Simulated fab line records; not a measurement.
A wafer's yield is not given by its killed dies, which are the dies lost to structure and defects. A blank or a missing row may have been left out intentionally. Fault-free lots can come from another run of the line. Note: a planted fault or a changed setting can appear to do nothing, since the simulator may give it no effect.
Split-lot study	flow gf180mcu	23 wafers read across 5 lots, on a route 602 steps long

== THE SPLIT ITSELF ==
At GF_MVPSD_IMPLANT_09, the setting dose cm2 was moved away from the recipe's 5e+12 on 11 of the 23 wafers read, by -2.7% to +7.5%. This setting was run at the recipe's value on the other wafers.

== FROM THE SPLIT TO THE READING: what the file shows between them, 7 steps ==
- GF_MVPSD_STRIP_10: strips in O2/N2
- GF_VT_IMPLANT_IMPLANT_08 (also split here: dose cm2)
- GF_VT_IMPLANT_STRIP_09: strips in O2/N2
- GF_VT_IMPLANT_TW_MEAS_10
- GF_VT_IMPLANT_SOFTBAKE_25: time 60 s (also split here: temp c)
- GF_VT_IMPLANT_EXPOSE_26: exposes mask LVPWELL HV AREA, target cd 860 nm
- GF_VT_IMPLANT_PEB_27

== THE READING ==
MVPSD_RS in ohm/sq, measured at GF_VT_IMPLANT_RS_MEAS_49 by four-point-probe. On this fab line, fault-free wafers typically give 1166.8 ohm/sq with a standard deviation of 2.9 ohm/sq.

wafer	tool, chamber at the split	dose cm2 as run	against the recipe	MVPSD_RS, ohm/sq	against lot-mates on the recipe
L075.2	implanter-02, 0	4.883e+12	-2.3%	1172.9	+5.2
L075.3	implanter-02, 0	4.883e+12	-2.3%	1172.2	+4.5
L075.4	implanter-02, 0	5e+12	recipe	1168.6	-
L075.5	implanter-02, 0	5e+12	recipe	1166.8	-
L075.6	implanter-02, 0	4.883e+12	-2.3%	1171.8	+4.1
L078.1	implanter-02, 0	5.373e+12	+7.5%	1149.9	-14.2
L078.2	implanter-02, 0	5e+12	recipe	1164.3	-
L078.3	implanter-02, 0	5e+12	recipe	1163.9	-
L078.5	implanter-02, 0	5.373e+12	+7.5%	1150.1	-14.0
L078.6	implanter-02, 0	5.373e+12	+7.5%	1151.4	-12.7
L079.1	implanter-01, 0	5e+12	recipe	1168.8	-
L079.2	implanter-01, 0	5e+12	recipe	1165.5	-
L079.3	implanter-01, 0	4.865e+12	-2.7%	1171.4	+4.2
L079.5	implanter-01, 0	4.865e+12	-2.7%	1174.8	+7.6
L079.6	implanter-01, 0	4.865e+12	-2.7%	1173.1	+5.9
L080.2	implanter-03, 0	5e+12	recipe	1165.1	-
L080.5	implanter-03, 0	5e+12	recipe	1164.5	-
L080.6	implanter-03, 0	5e+12	recipe	1168.3	-
L083.1	implanter-03, 0	5e+12	recipe	1166.7	-
L083.2	implanter-03, 0	4.865e+12	-2.7%	1169.4	+1.4
L083.3	implanter-03, 0	5e+12	recipe	1168.9	-
L083.4	implanter-03, 0	4.865e+12	-2.7%	1175.6	+7.6
L083.5	implanter-03, 0	5e+12	recipe	1168.4	-

THE FIT
A straight line over all 23 wafers: MVPSD_RS changes by -2.21 ohm/sq for each +1% of dose cm2; r = -0.97; the points scatter about the line by 1.8 ohm/sq.
The same after taking each lot's own level away (the mean of its wafers on the recipe; 23 wafers): -1.87 ohm/sq for each +1%; r = -0.97; scatter 1.5 ohm/sq.
On that fit, the largest move of dose cm2 shifts the reading by 14 ohm/sq.
The span of the lots' own levels, 1164.10 to 1168.00 ohm/sq, comes to 1.3 times the standard deviation stated above.
Thus the slope moves with the lot-to-lot level: the two fits are different.
Check: with one of the wafers moved furthest among these (+7.5%) left out of the fit, the line predicts -13.6 ohm/sq for it against its lot-mates. It came out at -14.2 ohm/sq against them.

== THESE WAFERS: OTHER SPLITS ==
Note: prior to the reading, these wafers also went through further splits. Each is held against what the fit with the lots' levels taken away leaves over:
other split on the same wafers	wafers away from the commonest value	r with MVPSD_RS (lot level and that fit taken away)
GF_STI_OXIDATION_01 ox time s	15	-0.03
GF_STI_WET_ETCH_26 temp c	10	-0.12
GF_NWELL_SOFTBAKE_03 temp c	9	-0.26
GF_MVSD_IMPLANT_08 dose cm2	8	+0.19
GF_MVPSD_COAT_02 spin rpm	7	-0.20
GF_VT_IMPLANT_IMPLANT_08 dose cm2	11	-0.42
GF_VT_IMPLANT_SOFTBAKE_25 temp c	6	+0.19

== THE FILE'S OWN FIT ==
MVPSD_RS changes by -1.86 ohm/sq for each +1% of dose cm2, r = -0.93.
